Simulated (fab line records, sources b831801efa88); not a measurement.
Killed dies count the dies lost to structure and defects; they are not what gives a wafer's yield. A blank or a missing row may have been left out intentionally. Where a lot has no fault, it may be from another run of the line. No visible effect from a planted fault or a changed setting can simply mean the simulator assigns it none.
Problem report in the 8D (eight disciplines) form, filled by code + flow sfq line + the parts of the form that need people (team, actions taken, sign-off) are left out

## 1. THE PROBLEM
thk nm at SFQ_TRILAYER_I6_METRO_MEASURE_167 reads a mean of 220.0 nm on 6 wafers of 2 lots; wafers without a fault read 200.1 nm with a standard deviation of 0.93. That puts it +21 standard deviations away from the usual mean.
The first sign was on wafer L119.4 at day 82 00:05, on film metro-01. The record holds 42 wafers of 14 lots with a number at this step. The rule behind "out" and "out of limits": a value lying over 4 standard deviations away from the usual mean. Any other wafer with a number is counted as sound.

## 2. WHAT THIS IS AND IS NOT
| question                    | is                           | is not                                                                    |
|-----------------------------|------------------------------|---------------------------------------------------------------------------|
| which readings at this step | thk nm                       | -                                                                         |
| which lots                  | L119, L122                   | L105, L106, L107, L108, L110, L111, L112, L114, L115, L117, L121, L128    |
| which wafers of those lots  | all that have a number       | -                                                                         |
| read on which tools         | film metro-01, film metro-04 | film metro-03                                                             |
| when                        | from day 82 00:05            | up to then (30 sound wafers); but 6 sound wafers of L121, L128 came after |

## 3. WHAT RULES OUT EACH SUSPECT
Counting: any tool at a process step up to the reading is kept as a suspect provided that every lot that is out went through it and no sound lot did after the first of them.
- rie metal-01 at SFQ_TRILAYER_M6_BARC_OPEN_METAL_ETCH_206 (etches BARC in O2, target depth 125 nm, time 41.7 s): kept. It processed each lot that is out, first L119 at day 81 18:45, and no sound lot thereafter; up to then, the last sound lot it processed was L114 at day 76 04:38.
- cmp-01 at SFQ_TRILAYER_I6_CMP_CMP_166 (polishes SiO2): ruled out as a lasting fault. Following L119 (day 81 21:22), the first lot on it that is out, the sound lots L128 were run on it.
The count leaves rie metal-01 at SFQ_TRILAYER_M6_BARC_OPEN_METAL_ETCH_206.

## 4. THE CAUSE (what the simulator had put in)
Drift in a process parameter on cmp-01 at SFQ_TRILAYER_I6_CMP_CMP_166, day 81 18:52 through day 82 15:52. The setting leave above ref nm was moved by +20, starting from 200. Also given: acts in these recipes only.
It was ruled out by counting, in error; the rule expects a fault to strike all lots run on its tool from its start on, and this fault did not.

## 5. SEQUENCE OF EFFECTS, ordered by route
One row per reading whose mean, taken over the struck wafers that have a number, lies over 3 standard deviations from the usual. Only readings for which the record gives a usual standard deviation are gone through. hours: the time from each lot's start at the first step in this table that gives one to its start at this step, as a median over the lots. sigmas: the change in usual standard deviations.
| hours | step                                  | reading        | usual      | on struck wafers | change | sigmas |
|-------|---------------------------------------|----------------|------------|------------------|--------|--------|
| 0     | SFQ_TRILAYER_I6_METRO_MEASURE_167     | thk nm         | 200.1 nm   | 220.0            | +19.9  | +21    |
| 5     | SFQ_TRILAYER_I6_VIA_ETCH_VIA_ETCH_172 | oes product au | 0.854 a.u. | 0.903            | +0.049 | +9.6   |
It contains these process steps:
- SFQ_TRILAYER_I6_METRO_MEASURE_167
- SFQ_TRILAYER_I6_VIA_ETCH_VIA_ETCH_172: etches SiO2 in CHF3, stops on Nb, target depth 260 nm.

## 6. WHAT WOULD HAVE CAUGHT IT SOONER
In this record no reading fell out of limits until day 82 00:05, 5 hours after the fault had begun at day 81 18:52.
No tool reading at SFQ_TRILAYER_I6_CMP_CMP_166 that has a usual standard deviation in the record was out on any struck wafer, so an alarm limit of 4 standard deviations on those readings would not have fired.
